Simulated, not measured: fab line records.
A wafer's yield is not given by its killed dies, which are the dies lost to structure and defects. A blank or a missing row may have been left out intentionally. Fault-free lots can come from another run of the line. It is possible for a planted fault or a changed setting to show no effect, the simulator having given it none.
Split-lot study | flow sky130 | 23 wafers read across 5 lots, on a route 708 steps long

SPLIT DETAILS
At SKY_CAPM_SPUTTER_02 (material TiN, target thk 200 nm, time 166.7 s), the setting power-w was moved away from the recipe's 6500 W on 8 of the 23 wafers read, by -4.3% to +8.5%. The other wafers ran this setting at the recipe's value.

BETWEEN THE SPLIT AND THE READING: the file shows 1 step in between
- SKY_CAPM_RS_MEAS_03: measures by four-point-probe

THE READING
CAPM_TIN_THK, in nm, at SKY_CAPM_THK_MEAS_04 (measures by xrf). Typical for fault-free wafers on this fab line: 200.9 nm, with standard deviation 2.3 nm.

wafer  | tool, chamber at the split | power-w as run, W | against the recipe | CAPM_TIN_THK, nm | against lot-mates on the recipe
L077.1 | pvd-sputter-03, -          | 6500              | recipe             | 201.9            | -
L077.2 | pvd-sputter-03, -          | 6831              | +5.1%              | 209.8            | +8.7
L077.4 | pvd-sputter-03, -          | 6500              | recipe             | 201.0            | -
L077.5 | pvd-sputter-03, -          | 6831              | +5.1%              | 210.9            | +9.8
L077.6 | pvd-sputter-03, -          | 6500              | recipe             | 200.3            | -
L078.1 | pvd-sputter-04, -          | 7053              | +8.5%              | 217.2            | +14.3
L078.2 | pvd-sputter-04, -          | 7053              | +8.5%              | 219.4            | +16.5
L078.3 | pvd-sputter-04, -          | 7053              | +8.5%              | 216.8            | +13.9
L078.4 | pvd-sputter-04, -          | 6500              | recipe             | 205.3            | -
L078.5 | pvd-sputter-04, -          | 6500              | recipe             | 200.5            | -
L081.1 | pvd-sputter-02, -          | 6500              | recipe             | 202.5            | -
L081.4 | pvd-sputter-02, -          | 6500              | recipe             | 201.2            | -
L081.5 | pvd-sputter-02, -          | 6500              | recipe             | 203.9            | -
L082.2 | pvd-sputter-02, -          | 6221              | -4.3%              | 192.7            | -8.6
L082.3 | pvd-sputter-02, -          | 6500              | recipe             | 200.2            | -
L082.4 | pvd-sputter-02, -          | 6221              | -4.3%              | 194.0            | -7.3
L082.5 | pvd-sputter-02, -          | 6500              | recipe             | 202.4            | -
L082.6 | pvd-sputter-02, -          | 6221              | -4.3%              | 192.7            | -8.6
L085.1 | pvd-sputter-04, -          | 6500              | recipe             | 199.9            | -
L085.2 | pvd-sputter-04, -          | 6500              | recipe             | 199.3            | -
L085.3 | pvd-sputter-04, -          | 6500              | recipe             | 198.1            | -
L085.4 | pvd-sputter-04, -          | 6500              | recipe             | 201.5            | -
L085.5 | pvd-sputter-04, -          | 6500              | recipe             | 199.2            | -

THE FIT
A straight line over all 23 wafers: CAPM_TIN_THK changes by +1.92 nm for each +1% of power-w; r = +0.98; the points scatter about the line by 1.6 nm.
The same after taking each lot's own level away (the mean of its wafers on the recipe; 23 wafers): +1.8 nm for each +1%; r = +0.98; scatter 1.2 nm.
On that fit, the largest move of power-w shifts the reading by 15 nm.
The span of the lots' own levels, 199.60 to 202.90 nm, comes to 1.4 times the standard deviation stated above.
Consequently the slope shifts little with the lot-to-lot level, the two slopes agreeing.
Check: +15.4 nm against its lot-mates is what the line predicts for one of the wafers moved furthest among these (+8.5%) when that wafer is left out of the fit. Against them it came out at +14.3 nm.

OTHER SPLITS ON THESE WAFERS
Before the reading, these wafers also passed through other splits. Each is held against what the fit with the lots' levels taken away leaves over:
other split on the same wafers    | wafers away from the commonest value | r with CAPM_TIN_THK (lot level and that fit taken away)
SKY_VIA1_HDPCVD_00 sih4-flow-sccm | 9                                    | +0.03
SKY_VIA1_CVD_21 pressure-torr     | 15                                   | -0.01
SKY_METAL2_SPUTTER_03 time-s      | 7                                    | -0.14
SKY_METAL2_METAL_ETCH_19 icp-w    | 5                                    | +0.21
SKY_VIA2_HDPCVD_00 time-s         | 8                                    | -0.07
SKY_VIA2_ETCH_14 time-s           | 9                                    | +0.20
SKY_METAL3_SPUTTER_00 power-w     | 8                                    | -0.02

THE WHOLE CHAIN: every reading that the file lists as answering this split, in the file's order
step                 | what it does                                  | reading                                                                        | change (the file's fit)              | r (the file's)
SKY_CAPM_SPUTTER_02  | material TiN, target thk 200 nm, time 166.7 s | TiN_of_CAPM_SPUTTER_02.thk-nm (the simulator's own value, which no gauge read) | +1.82 nm for each +1% of the setting | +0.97
SKY_CAPM_RS_MEAS_03  | measures by four-point-probe                  | CAPM_TIN_RS                                                                    | -0.0605 for each +1% of the setting  | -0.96
SKY_CAPM_THK_MEAS_04 | measures by xrf                               | CAPM_TIN_THK                                                                   | +1.79 for each +1% of the setting    | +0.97

FILE'S OWN FIT
CAPM_TIN_THK changes by +1.79 nm for each +1% of power-w, r = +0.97.
